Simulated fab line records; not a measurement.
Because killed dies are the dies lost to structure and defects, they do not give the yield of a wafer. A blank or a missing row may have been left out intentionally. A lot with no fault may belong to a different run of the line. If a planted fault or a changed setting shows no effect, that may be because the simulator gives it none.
Matching of chambers	flow gf180mcu	3 sister chambers for GF_CONTACT_CVD_02 on pecvd-03
The step deposits SiO2 from TEOS, target thk 860 nm, time 95.992 s. 6 wafers are shown with their chamber, then 6 later ones without.

== WAFERS PAIRED WITH THEIR CHAMBERS ==
wafer	chamber	heater power w (W)	heater power outer w (W)
L256.1	2	546	332
L256.6	2	569	350
L261.4	0	513	284
L269.3	1	587	341
L269.4	0	529	279
L269.6	1	612	361

== WAFERS WHOSE CHAMBER IS MISSING ==
wafer	heater power w (W)	heater power outer w (W)
L273.1	554	304
L273.5	565	311
L273.6	576	337
L274.1	597	347
L274.2	545	306
L274.3	461	282

== EACH ONE'S CHAMBER ==
wafer	from the rows above	in truth
L273.1	can't be placed: 0 or 2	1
L273.5	can't be placed: 2 or 0 or 1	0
L273.6	can't be placed: 2 or 1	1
L274.1	1	1
L274.2	can't be placed: 0 or 2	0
L274.3	0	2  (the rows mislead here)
Placed correctly: 1 of 6. From these rows, 4 cannot be placed; in 3 the true chamber is one of the candidates. Number placed wrongly: 1.
How it was worked out, from the rows above alone: a wafer's distance from a chamber is the root of the sum, over the readings, of the square of ((its reading less the chamber's mean) divided by the reading's scatter). The wafer belongs to the nearest chamber; if the next one is less than 2 further off, it can't be placed. A chamber's mean is the mean of its shown wafers. The scatter: the root of (the sum of the squares of (reading less its chamber's mean) over the shown wafers, divided by (wafers less chambers)).
